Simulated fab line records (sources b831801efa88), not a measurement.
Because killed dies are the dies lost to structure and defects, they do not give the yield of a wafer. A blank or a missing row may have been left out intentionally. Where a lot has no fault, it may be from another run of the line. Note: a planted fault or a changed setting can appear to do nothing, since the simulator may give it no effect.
Which tool did it? | flow sky130 | 11 lots with 33 wafers sampled at 6 steps, on a route of 708 steps

## WHAT EACH GAUGE READ, for each wafer
SKY_CONTACT_BOW_MEAS_05. Usual: for CONTACT_BOW the level is 82 um and the standard deviation is 6.3.
lot  | measured     | on            | CONTACT_BOW (um) | flag
L779 | day 31 19:27 | film-metro-02 | 72 75 77         |
L783 | day 31 23:44 | film-metro-02 | 70 77 76         |
L784 | day 32 12:41 | film-metro-01 | 76 70 84         |
L785 | day 32 14:12 | film-metro-03 | 73 85 87         |
L794 | day 35 18:13 | film-metro-03 | 82 77 76         |
L792 | day 35 19:03 | film-metro-01 | 81 78 86         |
L796 | day 35 20:55 | film-metro-01 | 94 76 82         |
L797 | day 36 20:04 | film-metro-02 | 87 90 84         |
L800 | day 37 05:26 | film-metro-01 | 91 83 92         |
L798 | day 37 05:46 | film-metro-02 | 86 83 76         |
L801 | day 37 07:50 | film-metro-02 | 87 91 88         |

SKY_CONTACT_OVL_MEAS_15. Usual: for CONTACT_OVL the level is -1 nm and the standard deviation is 4.6.
lot  | measured     | on         | CONTACT_OVL (nm) | flag
L779 | day 32 22:17 | overlay-02 | 2 -3 3           |
L783 | day 33 02:23 | overlay-01 | -2 -8 -1         |
L784 | day 33 15:32 | overlay-02 | -4 -5 -4         |
L785 | day 33 15:45 | overlay-01 | 0 0 2            |
L794 | day 36 20:47 | overlay-02 | 4 4 -5           |
L792 | day 36 21:27 | overlay-01 | 4 7 -2           |
L796 | day 36 22:48 | overlay-01 | -5 -2 -1         |
L797 | day 37 21:38 | overlay-02 | -2 -2 -1         |
L800 | day 38 06:40 | overlay-01 | 0 -1 -3          |
L798 | day 38 07:01 | overlay-02 | -4 0 1           |
L801 | day 38 09:38 | overlay-01 | 0 0 3            |

SKY_METAL1_RS_MEAS_05: the measuring method here is four-point-probe. Usual: for METAL1_ALCU_RS the level is 0.1263 ohm/sq and the standard deviation is 0.0013.
lot  | measured     | on            | METAL1_ALCU_RS (ohm/sq) | flag
L779 | day 32 23:50 | film-metro-02 | 0.1273 0.1251 0.1257    |
L783 | day 33 04:01 | film-metro-01 | 0.1259 0.1239 0.1250    |
L784 | day 33 17:08 | film-metro-04 | 0.1266 0.1249 0.1258    |
L785 | day 33 17:25 | film-metro-01 | 0.1261 0.1271 0.1260    |
L794 | day 36 22:22 | film-metro-01 | 8.5578 8.5567 8.6074    | OFF
L792 | day 36 23:05 | film-metro-01 | 8.4809 8.5588 8.5734    | OFF
L796 | day 37 00:37 | film-metro-01 | 8.4405 8.4588 8.5410    | OFF
L797 | day 37 23:12 | film-metro-02 | 0.1257 0.1256 0.1250    |
L800 | day 38 08:14 | film-metro-01 | 0.1258 0.1253 0.1252    |
L798 | day 38 08:36 | film-metro-02 | 0.1248 0.1255 0.1269    |
L801 | day 38 11:12 | film-metro-04 | 0.1258 0.1237 0.1260    |

SKY_METAL1_THK_MEAS_06: measures by xrf. Usual: for METAL1_ALCU_THK the level is 247 nm and the standard deviation is 3.3.
lot  | measured     | on            | METAL1_ALCU_THK (nm) | flag
L779 | day 32 23:58 | film-metro-02 | 244 250 247          |
L783 | day 33 04:08 | film-metro-01 | 248 254 251          |
L784 | day 33 17:14 | film-metro-04 | 246 250 247          |
L785 | day 33 17:32 | film-metro-01 | 248 246 248          |
L794 | day 36 22:29 | film-metro-01 | <1 <1 <1             | OFF
L792 | day 36 23:13 | film-metro-01 | <1 <1 <1             | OFF
L796 | day 37 00:44 | film-metro-01 | <1 <1 <1             | OFF
L797 | day 37 23:19 | film-metro-02 | 249 252 252          |
L800 | day 38 08:20 | film-metro-01 | 248 247 249          |
L798 | day 38 08:43 | film-metro-02 | 253 251 249          |
L801 | day 38 11:19 | film-metro-04 | 247 253 247          |

## WHICH TOOL RAN EACH LOT (tool, then ch and the chambers of the sampled wafers, then the start)
lot  | SKY_METAL1_SPUTTER_00        | SKY_METAL1_SPUTTER_02
L779 | pvd-sputter-04, day 32 23:42 | pvd-sputter-04, day 32 23:45
L783 | pvd-sputter-02, day 33 03:51 | pvd-sputter-02, day 33 03:54
L784 | pvd-sputter-04, day 33 16:58 | pvd-sputter-04, day 33 17:01
L785 | pvd-sputter-03, day 33 17:16 | pvd-sputter-03, day 33 17:19
L794 | pvd-sputter-04, day 36 22:13 | pvd-sputter-04, day 36 22:16
L792 | pvd-sputter-04, day 36 22:57 | pvd-sputter-04, day 36 23:00
L796 | pvd-sputter-03, day 37 00:28 | pvd-sputter-03, day 37 00:31
L797 | pvd-sputter-02, day 37 23:04 | pvd-sputter-02, day 37 23:07
L800 | pvd-sputter-03, day 38 08:04 | pvd-sputter-03, day 38 08:07
L798 | pvd-sputter-02, day 38 08:26 | pvd-sputter-02, day 38 08:29
L801 | pvd-sputter-04, day 38 11:02 | pvd-sputter-04, day 38 11:05
- SKY_METAL1_SPUTTER_00: material Ti, target thk 15 nm, time 10 s.
- SKY_METAL1_SPUTTER_02: material AlCu, target thk 250 nm, time 13.3 s.

## AS READ BY THE TOOLS THEMSELVES (means over the sampled wafers that have a number; for cases with no such wafer, the mark the record gives instead)
SKY_METAL1_SPUTTER_00. Usual: cathode-dc-power-W 3000.0 W, standard deviation 0.49; chamber-pressure-pa 0.4001 Pa, standard deviation 0.00079; throttle-valve-pct 30.2 %, standard deviation 1.1.
lot  | tool           | cathode-dc-power-W (W) | chamber-pressure-pa (Pa) | throttle-valve-pct (%) | flag
L779 | pvd-sputter-04 | 2999.6                 | 0.4003                   | 29.7                   |
L783 | pvd-sputter-02 | 3000.2                 | 0.3998                   | 31.3                   |
L784 | pvd-sputter-04 | 3000.2                 | 0.3994                   | 29.3                   |
L785 | pvd-sputter-03 | 3000.1                 | 0.4006                   | 28.8                   |
L794 | pvd-sputter-04 | 3000.4                 | 0.3993                   | 30.0                   |
L792 | pvd-sputter-04 | 2999.8                 | 0.4001                   | 30.4                   |
L796 | pvd-sputter-03 | 3000.0                 | 0.3999                   | 29.5                   |
L797 | pvd-sputter-02 | 3000.4                 | 0.4007                   | 31.0                   |
L800 | pvd-sputter-03 | 3000.0                 | 0.4000                   | 29.1                   |
L798 | pvd-sputter-02 | 2999.7                 | 0.4001                   | 30.2                   |
L801 | pvd-sputter-04 | 3000.1                 | 0.4003                   | 30.5                   |

SKY_METAL1_SPUTTER_02. Usual: cathode-dc-power-W 10600 W, standard deviation 1.9; chamber-pressure-pa 0.4000 Pa, standard deviation 0.00081; throttle-valve-pct 30.2 %, standard deviation 1.1.
lot  | tool           | cathode-dc-power-W (W) | chamber-pressure-pa (Pa) | throttle-valve-pct (%) | flag
L779 | pvd-sputter-04 | 10600                  | 0.4008                   | 29.8                   |
L783 | pvd-sputter-02 | 10600                  | 0.4000                   | 31.4                   |
L784 | pvd-sputter-04 | 10601                  | 0.4008                   | 29.3                   |
L785 | pvd-sputter-03 | 10601                  | 0.4002                   | 28.8                   |
L794 | pvd-sputter-04 | -                      | -                        | -                      | OFF
L792 | pvd-sputter-04 | -                      | -                        | -                      | OFF
L796 | pvd-sputter-03 | -                      | -                        | -                      | OFF
L797 | pvd-sputter-02 | 10601                  | 0.4000                   | 30.9                   |
L800 | pvd-sputter-03 | 10602                  | 0.3989                   | 28.9                   |
L798 | pvd-sputter-02 | 10601                  | 0.3996                   | 30.1                   |
L801 | pvd-sputter-04 | 10599                  | 0.4005                   | 30.3                   |

## THE ANSWER, worked out from the rows above alone
Rule: a lot is off if the mean of its wafers that have a number lies more than 3 standard deviations from the usual mean. Also off: a lot with no number at a reading for which 4 or more lots have one. All remaining lots with rows at the step are treated as sound. After the gauges, taken in route order, come the tools' own readings; for these a lot's mean is taken, as printed above. At the first step where some lot is off, the reading lying furthest off is the one used; lots without a number count as furthest.
Off: L794, L792, L796, at SKY_METAL1_RS_MEAS_05 (METAL1_ALCU_RS).
If a tool, at a process step before that reading, ran all the lots that are off and no sound lot after the first of them, it fits. The gauges at SKY_METAL1_RS_MEAS_05 aren't tried: what is off there is off at SKY_METAL1_SPUTTER_02 too, on other tools, and a gauge's error can't cause that. Not one of the candidates tried fits.

## WHAT THE SIMULATOR HAD INSERTED
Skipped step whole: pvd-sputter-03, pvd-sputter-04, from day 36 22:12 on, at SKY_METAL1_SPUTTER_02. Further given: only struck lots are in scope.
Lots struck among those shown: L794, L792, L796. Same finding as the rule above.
